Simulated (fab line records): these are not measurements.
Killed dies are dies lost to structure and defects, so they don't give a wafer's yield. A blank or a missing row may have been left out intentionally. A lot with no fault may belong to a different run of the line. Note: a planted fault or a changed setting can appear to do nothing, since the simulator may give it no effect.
Which tool did it?    flow sky130    Sampling: 6 lots, 18 wafers, 2 of 708 route steps

WHAT EACH GAUGE READ, for each wafer
SKY_SONOS_ONO_THK_MEAS_05.
lot   measured      on             SONOS_ONO_CVD_04_THK (nm)
L216  day 12 05:50  film-metro-03  5.89 5.84 5.83
L219  day 13 08:59  film-metro-03  5.68 5.82 5.75
L221  day 13 23:07  film-metro-04  5.64 5.60 5.77
L225  day 15 10:42  film-metro-03  5.84 5.81 5.90
L227  day 16 06:07  film-metro-02  5.78 5.77 5.72
L232  day 17 10:02  film-metro-04  5.59 5.67 5.60

WHAT TOOL EACH LOT RAN ON (gives the tool, then ch and the chambers of the sampled wafers, and finally the start)
lot   SKY_SONOS_ONO_CVD_04
L216  lpcvd-03 ch 0, day 12 04:35
L219  lpcvd-03 ch 0, day 13 07:43
L221  lpcvd-03 ch 1, day 13 21:52
L225  lpcvd-03 ch 1, day 15 09:27
L227  lpcvd-03 ch 1, day 16 04:52
L232  lpcvd-03 ch 0, day 17 08:47
- SKY_SONOS_ONO_CVD_04: deposits SiO2 from SiH4/N2O, target thk 5.7199 nm.

THE ANSWER, worked out from the rows above alone
Rule: the usual values come from the lots themselves. Put in order of their means at a reading, lots are off if they are a third of the lots or fewer, leave a main group of 4 or more, and stand apart from it by a gap of 3 or more times the standard deviation of the main group's means; of several such gaps the widest counts. Not used: any main group whose means are identical at the precision the tables above print for the reading. A lot without any number at a reading at which 4 lots or more have one is off too. The other lots that the step has rows for count as sound.
Nothing can be told from this: no lot is off at any reading shown.

WHAT WAS PUT IN BY THE SIMULATOR
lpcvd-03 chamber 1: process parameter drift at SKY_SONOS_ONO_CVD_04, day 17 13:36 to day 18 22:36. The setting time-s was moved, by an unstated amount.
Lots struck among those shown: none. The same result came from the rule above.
